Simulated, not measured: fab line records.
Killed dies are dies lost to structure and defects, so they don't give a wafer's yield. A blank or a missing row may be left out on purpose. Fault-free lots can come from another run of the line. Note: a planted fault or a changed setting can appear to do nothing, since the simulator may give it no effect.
Which of the tools did it? | flow gf180mcu | Sampling: 13 lots, 36 wafers, 2 of 602 route steps

## WHAT THE GAUGES SHOWED, per wafer
GF_VT_IMPLANT_OVL_MEAS_07.
lot  | measured     | on         | VT_IMPLANT_OVL (nm)
L525 | day 5 15:11  | overlay-02 | 2.4 3.1 2.5
L526 | day 5 18:28  | overlay-02 | -0.1 -0.4 1.1
L527 | day 6 01:37  | overlay-01 | -0.4 -0.8 0.3
L528 | day 6 08:38  | overlay-01 | -2.9 -1.7 -1.2
L529 | day 6 12:25  | overlay-02 | -1.1 -1.3 0.3
L530 | day 6 21:32  | overlay-01 | 1.1 0.0 1.0
L537 | day 9 03:54  | overlay-01 | 1.1 1.7
L539 | day 9 06:35  | overlay-02 | -0.8 -1.0
L540 | day 9 11:04  | overlay-02 | -1.2 -1.7
L542 | day 9 22:46  | overlay-01 | 0.1 1.3 0.5
L546 | day 10 22:25 | overlay-01 | 0.1 0.9 1.1
L547 | day 11 05:59 | overlay-01 | -1.4 -1.3 -1.9
L548 | day 11 10:02 | overlay-02 | -2.4 -0.1 -1.5

GF_VT_IMPLANT_RS_MEAS_49: a four-point-probe measurement.
lot  | measured     | on           | MVPSD_RS (ohm/sq)
L525 | day 7 12:44  | filmMetro-04 | 1171 1172 1175
L526 | day 7 18:28  | filmMetro-04 | 1164 1168 1169
L527 | day 8 02:02  | filmMetro-04 | 1168 1169 1166
L528 | day 8 07:44  | filmMetro-01 | 1168 1169 1168
L529 | day 8 11:35  | filmMetro-04 | 1166 1170 1171
L530 | day 8 22:08  | filmMetro-01 | 1169 1170 1170
L537 | day 11 09:52 | filmMetro-04 | 1168 1167
L539 | day 11 12:40 | filmMetro-04 | 1165 1161
L540 | day 11 18:05 | filmMetro-01 | 1169 1166
L542 | day 12 07:06 | filmMetro-01 | 1162 1167 1162
L546 | day 13 09:26 | filmMetro-04 | 1166 1166 1166
L547 | day 13 17:40 | filmMetro-01 | 1169 1167 1168
L548 | day 13 21:51 | filmMetro-04 | 1167 1169 1164

## WHAT TOOL EACH LOT RAN ON (gives the tool, then ch and the chambers of the sampled wafers, and finally the start)
Before these readings, the record contains no process step.

## AS READ BY THE TOOLS THEMSELVES (means over the sampled wafers that have a number; for cases with no such wafer, the mark the record gives instead)
The record holds no such reading with a usual standard deviation.

## THE ANSWER, worked out from the rows above alone
Rule: the lots themselves supply what counts as usual. Put in order of their means at a reading, lots are off if they are a third of the lots or fewer, leave a main group of 4 or more, and stand apart from it by a gap of 3 or more times the standard deviation of the main group's means; of several such gaps the widest counts. A main group is skipped when, at the precision printed for the reading in the tables above, its means are all equal. A lot without any number at a reading at which 4 lots or more have one is off too. The other lots that the step has rows for count as sound. The gauges are gone through in route order, then the tools' own readings, and for those a lot's mean is taken as printed above. The first step at which some lot is off is used, and at that step the reading that is off furthest; a lot without a number counts as furthest.
No lot is off on any of the readings shown, so nothing can be concluded from this.

## WHAT THE SIMULATOR HAD PUT IN
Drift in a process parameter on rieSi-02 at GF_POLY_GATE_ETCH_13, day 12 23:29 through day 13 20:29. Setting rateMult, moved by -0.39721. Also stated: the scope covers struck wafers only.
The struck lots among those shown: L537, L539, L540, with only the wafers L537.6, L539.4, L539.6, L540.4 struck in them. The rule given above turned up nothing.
